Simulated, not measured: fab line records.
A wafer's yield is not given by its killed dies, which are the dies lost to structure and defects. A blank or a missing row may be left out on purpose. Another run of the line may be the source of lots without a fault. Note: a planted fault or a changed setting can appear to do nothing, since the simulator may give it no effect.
One fault seen from 2 desks	flow gf180mcu	every desk sees just its own numbers, and what lay behind them comes last

== TOOL OWNER'S DESK, implanter-03 ==
The tool's own readings at GF_PSD_IMPLANT_09, given as means over the sampled wafers that have a number, one for each lot that went through this tool. Marked OUT: a lot whose mean sits more than 4 standard deviations from the usual mean, which makes it out of limits; the brackets give that distance.
Columns: A = beam_energy_keV at GF_PSD_IMPLANT_09, usual 40.000; B = tilt_deg at GF_PSD_IMPLANT_09, usual 6.995 degrees
lot	first seen here	A	B
L568	day 14 02:05	39.984	7.016
L569	day 14 10:32	40.010	6.991
L574	day 16 07:29	40.011	6.998
L577	day 17 04:32	39.987	6.958
L578	day 18 04:05	40.601 (+46) OUT	7.006
L579	day 18 15:53	40.580 (+45) OUT	6.988
L590	day 21 20:10	39.995	6.990
This desk finds L578, L579 out of limits, L578 being first, at day 18 04:05 (beam_energy_keV at GF_PSD_IMPLANT_09). L568, L569, L574, L577, L590 stayed within limits.

== AT THE METROLOGY DESK ==
Means of the sampled wafers that have a number, per lot and without regard to the tool the lot ran on: this is what the gauges read. Marked OUT: a lot whose mean sits more than 4 standard deviations from the usual mean, which makes it out of limits; the brackets give that distance.
Columns: A = V2_BOW at GF_V2_BOW_MEAS_05, usual 100 um; B = V2_OVL at GF_V2_OVL_MEAS_15, usual -4 nm
lot	first seen here	A	B
L568	day 19 03:01	98	-1
L569	day 19 11:17	99	0
L572	day 20 16:11	91	0
L574	day 21 13:44	97	-3
L575	day 22 01:22	99	-7
L577	day 22 11:38	113	-3
L578	day 23 11:07	94	-5
L579	day 23 20:47	92	3
L585	day 25 08:46	101	-6
L586	day 25 18:23	115	0
L587	day 25 20:55	96	-10
L589	day 26 13:02	101	-8
L590	day 26 18:48	97	-12
L591	day 27 03:30	121	-9
Finding of this desk: none of the 14 lots has anything out of limits.

== ALL TOGETHER ==
The tool owner's desk could have raised an alarm at day 18 04:05, on L578, L579.
From the metrology desk's view, nothing was out of limits.
The metrology desk has L578, L579 on record, within its limits.
GF_PSD_IMPLANT_09 was run on implanter-03 by each of the lots named.

== WHAT HAD BEEN PUT IN BY THE SIMULATOR ==
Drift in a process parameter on implanter-03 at GF_PSD_IMPLANT_09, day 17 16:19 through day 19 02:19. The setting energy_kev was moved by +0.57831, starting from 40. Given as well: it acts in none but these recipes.
Shown lots that were struck: L578, L579.
Time in hours from fault onset to the first out-of-limits reading at each desk: the tool owner's desk, 12.
